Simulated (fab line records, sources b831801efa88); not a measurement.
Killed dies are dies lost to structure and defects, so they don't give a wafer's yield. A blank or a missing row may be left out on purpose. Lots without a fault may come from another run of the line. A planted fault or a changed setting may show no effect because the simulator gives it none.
Which tool did it? | flow gf180mcu | 10 lots, 30 wafers sampled, at 3 steps of a route of 602

WHAT THE GAUGES READ, wafer by wafer
GF_M1_RS_MEAS_05: measures by four-point-probe.
lot  | measured     | on            | M1_ALCU_RS (ohm/sq)
L776 | day 16 10:07 | film_metro-03 | 0.0690 0.0697 0.0690
L777 | day 16 15:20 | film_metro-01 | 0.0709 0.0698 0.0709
L781 | day 18 11:47 | film_metro-03 | 0.0699 0.0690 0.0709
L782 | day 18 17:05 | film_metro-01 | 0.0691 0.0708 0.0701
L791 | day 21 22:21 | film_metro-02 | 0.0691 0.0859 0.0851 0.0691 0.0858 0.0849
L793 | day 23 01:44 | film_metro-02 | 0.0699 0.0694 0.0690
L795 | day 23 17:17 | film_metro-02 | 0.0692 0.0702 0.0694
L796 | day 23 22:26 | film_metro-02 | 0.0694 0.0701 0.0703
L797 | day 24 09:29 | film_metro-02 | 0.0692 0.0705 0.0699
L798 | day 24 13:15 | film_metro-01 | 0.0703 0.0691 0.0695

WHICH TOOL RAN EACH LOT (tool, then ch and the chambers of the sampled wafers, then the start)
lot  | GF_M1_SPUTTER_02             | GF_M1_SPUTTER_04
L776 | pvd_sputter-03, day 16 10:00 | pvd_sputter-03, day 16 10:03
L777 | pvd_sputter-03, day 16 15:15 | pvd_sputter-03, day 16 15:18
L781 | pvd_sputter-03, day 18 11:41 | pvd_sputter-03, day 18 11:44
L782 | pvd_sputter-03, day 18 17:00 | pvd_sputter-03, day 18 17:03
L791 | pvd_sputter-03, day 21 22:16 | pvd_sputter-03, day 21 22:19
L793 | pvd_sputter-01, day 23 01:39 | pvd_sputter-01, day 23 01:42
L795 | pvd_sputter-02, day 23 17:11 | pvd_sputter-02, day 23 17:14
L796 | pvd_sputter-02, day 23 22:21 | pvd_sputter-02, day 23 22:24
L797 | pvd_sputter-02, day 24 09:23 | pvd_sputter-02, day 24 09:26
L798 | pvd_sputter-01, day 24 13:08 | pvd_sputter-01, day 24 13:11
- GF_M1_SPUTTER_02: material AlCu, target thk 450 nm, time 23.9 s.
- GF_M1_SPUTTER_04: material TiN, target thk 50 nm, time 41.7 s.

THE ANSWER, worked out from the rows above alone
Rule: what is usual is taken from the lots themselves. Put in order of their means at a reading, lots are off if they are a third of the lots or fewer, leave a main group of 4 or more, and stand apart from it by a gap of 3 or more times the standard deviation of the main group's means; of several such gaps the widest counts. A main group whose means are all the same, to the digits that the tables above print for the reading, isn't used. A lot without any number at a reading at which 4 lots or more have one is off too. The other lots that the step has rows for count as sound.
Off: L791, at GF_M1_RS_MEAS_05 (M1_ALCU_RS). The main group: mean 0.0698 ohm/sq, standard deviation 0.00036.
A tool fits if, at a process step before that reading, it ran every lot that is off, and no sound lot after the first of them. The gauges at GF_M1_RS_MEAS_05 are tried like those tools. One fits: pvd_sputter-03 at GF_M1_SPUTTER_02 and GF_M1_SPUTTER_04. At GF_M1_SPUTTER_02 its last sound lot is L782 (day 18 17:00), its first lot that is off L791 (day 21 22:16): a fault that began between those two fits.

WHAT THE SIMULATOR HAD PUT IN
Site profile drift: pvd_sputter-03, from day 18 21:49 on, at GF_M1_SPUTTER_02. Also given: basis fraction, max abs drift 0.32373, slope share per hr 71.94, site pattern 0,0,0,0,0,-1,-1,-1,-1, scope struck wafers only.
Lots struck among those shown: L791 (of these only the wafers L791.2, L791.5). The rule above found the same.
